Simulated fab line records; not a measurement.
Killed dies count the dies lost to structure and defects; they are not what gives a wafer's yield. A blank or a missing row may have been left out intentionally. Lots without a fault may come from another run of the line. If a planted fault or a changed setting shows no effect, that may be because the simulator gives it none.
The tool behind it: which one? + flow gf180mcu + route of 602 steps, sampled at 1 step: 6 lots, 18 wafers

## WHAT EACH GAUGE READ, for each wafer
GF_V4_THK_MEAS_25: measures by xrf.
| lot  | measured     | on            | V4_W_THK (nm) |
|------|--------------|---------------|---------------|
| L546 | day 25 06:38 | film-metro-01 | 330 324 327   |
| L545 | day 25 10:05 | film-metro-01 | 327 337 341   |
| L549 | day 26 04:38 | film-metro-01 | 332 334 333   |
| L553 | day 27 09:25 | film-metro-02 | 339 343 340   |
| L561 | day 29 23:35 | film-metro-01 | 336 327 329   |
| L564 | day 30 16:23 | film-metro-01 | 334 336 331   |

## TOOL THAT RAN EACH LOT (tool first, then ch and the chambers of the sampled wafers, then the start)
No process step before these readings appears in the record.

## THE ANSWER, worked out from the rows above alone
Rule: the lots themselves supply what counts as usual. The widest of any qualifying gaps counts: lots, ordered by their means at a reading, are off when they make up no more than a third of the lots, leave a main group of 4 or more, and stand apart from it by 3 or more times the standard deviation of that group's means. The tables above print the reading to a certain number of digits; a main group whose means all agree to those digits is not used. A lot without any number at a reading at which 4 lots or more have one is off too. The other lots that the step has rows for count as sound.
None of the lots is off at any reading shown; this tells nothing.

## WHAT THE SIMULATOR HAD PUT IN
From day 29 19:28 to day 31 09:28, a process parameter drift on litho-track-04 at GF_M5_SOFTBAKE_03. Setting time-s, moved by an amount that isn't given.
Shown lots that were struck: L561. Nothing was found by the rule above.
